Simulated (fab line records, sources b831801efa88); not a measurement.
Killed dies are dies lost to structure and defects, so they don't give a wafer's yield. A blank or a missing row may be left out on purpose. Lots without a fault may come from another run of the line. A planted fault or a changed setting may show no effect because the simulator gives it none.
Problem report in the 8D (eight disciplines) form, filled by code | flow gf180mcu | the parts of the form that need people (team, actions taken, sign-off) are left out

1. THE PROBLEM
platen_rpm at GF_V3_CMP_04 reads a mean of 54.02 rpm on 1 wafer of 1 lot; wafers without a fault read 60.00 rpm with a standard deviation of 0.042. That is -99 or more standard deviations from the usual mean.
The step: polishes SiO2.
First seen on wafer L283.1, day 26 22:58, on cmp-02. The record holds 36 wafers of 12 lots with a number at this step. Rule for "out", or "out of limits": more than 4 standard deviations from the usual mean. The other wafers with a number count as sound.

2. WHAT IT IS AND WHAT IT IS NOT
question                    | is                | is not
which readings at this step | platen_rpm        | motor_current_A, time_to_endpoint_s
which lots                  | L283              | L270, L271, L272, L273, L274, L280, L285, L286, L288, L291, L292
which wafers of those lots  | L283.1            | L283.2, L283.6
read on which tools         | cmp-02            | cmp-01
when                        | from day 26 22:58 | up to then (20 sound wafers); but 15 sound wafers of L285, L286, L288, L291, L292 came after

3. SUSPECTS, AND WHAT RULES EACH OUT
Counting: a tool at a process step up to the reading stays a suspect if it ran every lot that is out. Sound lots after the first of them don't rule it out here, since some wafers of a struck lot are sound.
- pvd_sputter-04 at GF_M3_SPUTTER_03 (material Ti, target thk 10 nm, time 6.7 s): kept. It ran the lot that is out, L283 (day 26 00:36); its last sound lot up to then is L280 (day 24 19:42).
- cmp-02 at GF_V3_CMP_04 (polishes SiO2): kept. It ran the lot that is out, L283 (day 26 22:58); its last sound lot up to then is L280 (day 25 18:32). Its own readings are out on those wafers: platen_rpm.
- Within cmp-02 at GF_V3_CMP_04: the wafers that are out ran in chamber 0; their sound lot-mates ran in chambers 1, 2.
Left after counting: pvd_sputter-04 at GF_M3_SPUTTER_03, cmp-02 at GF_V3_CMP_04.

4. THE CAUSE (what the simulator had put in)
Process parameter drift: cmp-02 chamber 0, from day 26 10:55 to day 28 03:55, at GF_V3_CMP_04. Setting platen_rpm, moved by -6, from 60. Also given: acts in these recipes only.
Counting left 2 suspects, and this tool is among them.

5. THE CHAIN OF EFFECTS, in route order
Each row: a reading whose mean over the struck wafers that have a number lies more than 3 standard deviations from the usual. Only readings for which the record gives a usual standard deviation are gone through. hours: the time from each lot's start at the first step in this table that gives one to its start at this step, as a median over the lots. sigmas: the change in usual standard deviations.
hours | step         | reading    | usual     | on struck wafers | change | sigmas
0     | GF_V3_CMP_04 | platen_rpm | 60.00 rpm | 54.02            | -5.98  | -99 or more
The process steps in it:
- GF_V3_CMP_04: polishes SiO2.

6. WHAT WOULD HAVE CAUGHT IT SOONER
In this record the first reading out of limits was taken at day 26 22:58, 12 hours after the fault began at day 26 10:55.
